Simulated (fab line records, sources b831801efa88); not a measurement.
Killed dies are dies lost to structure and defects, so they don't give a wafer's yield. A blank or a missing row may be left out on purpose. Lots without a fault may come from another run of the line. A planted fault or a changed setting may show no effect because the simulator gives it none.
Problem report in the 8D (eight disciplines) form, filled by code | flow sky130 | the parts of the form that need people (team, actions taken, sign-off) are left out

1. THE PROBLEM
dose_ions_cm2 at SKY_LDD_N_IMPLANT_14 reads a mean of 1e+13 on 6 wafers of 2 lots; wafers without a fault read 5e+12 with a standard deviation of 5.4e+09. That is +99 or more standard deviations from the usual mean.
First seen on wafer L597.1, day 22 15:15, on implanter-04. The record holds 39 wafers of 13 lots with a number at this step. Rule for "out", or "out of limits": more than 4 standard deviations from the usual mean. The other wafers with a number count as sound.

2. WHAT IT IS AND WHAT IT IS NOT
question                    | is                                | is not
which readings at this step | dose_ions_cm2, faraday_current_uA | -
which lots                  | L597, L599                        | L585, L586, L587, L590, L591, L592, L593, L600, L602, L603, L607
which wafers of those lots  | all that have a number            | -
read on which tools         | implanter-04                      | implanter-02, implanter-03
when                        | from day 22 15:15                 | up to then (21 sound wafers); but 12 sound wafers of L600, L602, L603, L607 came after

3. SUSPECTS, AND WHAT RULES EACH OUT
Counting: a tool at a process step up to the reading stays a suspect if it ran every lot that is out and no sound lot after the first of them.
- implanter-04 at SKY_LDD_N_IMPLANT_14: kept. It ran every lot that is out, first L597 (day 22 15:15), and no sound lot after that; its last sound lot up to then is L593 (day 21 05:24). Its own readings are out on those wafers: dose_ions_cm2, faraday_current_uA.
Left after counting: implanter-04 at SKY_LDD_N_IMPLANT_14.

4. THE CAUSE (what the simulator had put in)
Process parameter drift: implanter-04, from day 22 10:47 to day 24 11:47, at SKY_LDD_N_IMPLANT_14. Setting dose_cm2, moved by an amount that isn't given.
Counting left only this tool.

5. THE CHAIN OF EFFECTS, in route order
Each row: a reading whose mean over the struck wafers that have a number lies more than 3 standard deviations from the usual. Only readings for which the record gives a usual standard deviation are gone through. hours: the time from each lot's start at the first step in this table that gives one to its start at this step, as a median over the lots. sigmas: the change in usual standard deviations.
hours | step                 | reading            | usual | on struck wafers | change | sigmas
0     | SKY_LDD_N_IMPLANT_14 | dose_ions_cm2      | 5e+12 | 1e+13            | +5e+12 | +99 or more
0     | SKY_LDD_N_IMPLANT_14 | faraday_current_uA | 28.3  | 55.3             | +27.0  | +47
The process steps in it:
- SKY_LDD_N_IMPLANT_14
Later measuring or inspecting steps at which every struck wafer that the step has a row for has a number for every such reading, and none has moved that far: SKY_LDD_P_OVL_MEAS_08, SKY_LDD_HVP_OVL_MEAS_07.

6. WHAT WOULD HAVE CAUGHT IT SOONER
In this record the first reading out of limits was taken at day 22 15:15, 4 hours after the fault began at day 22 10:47.
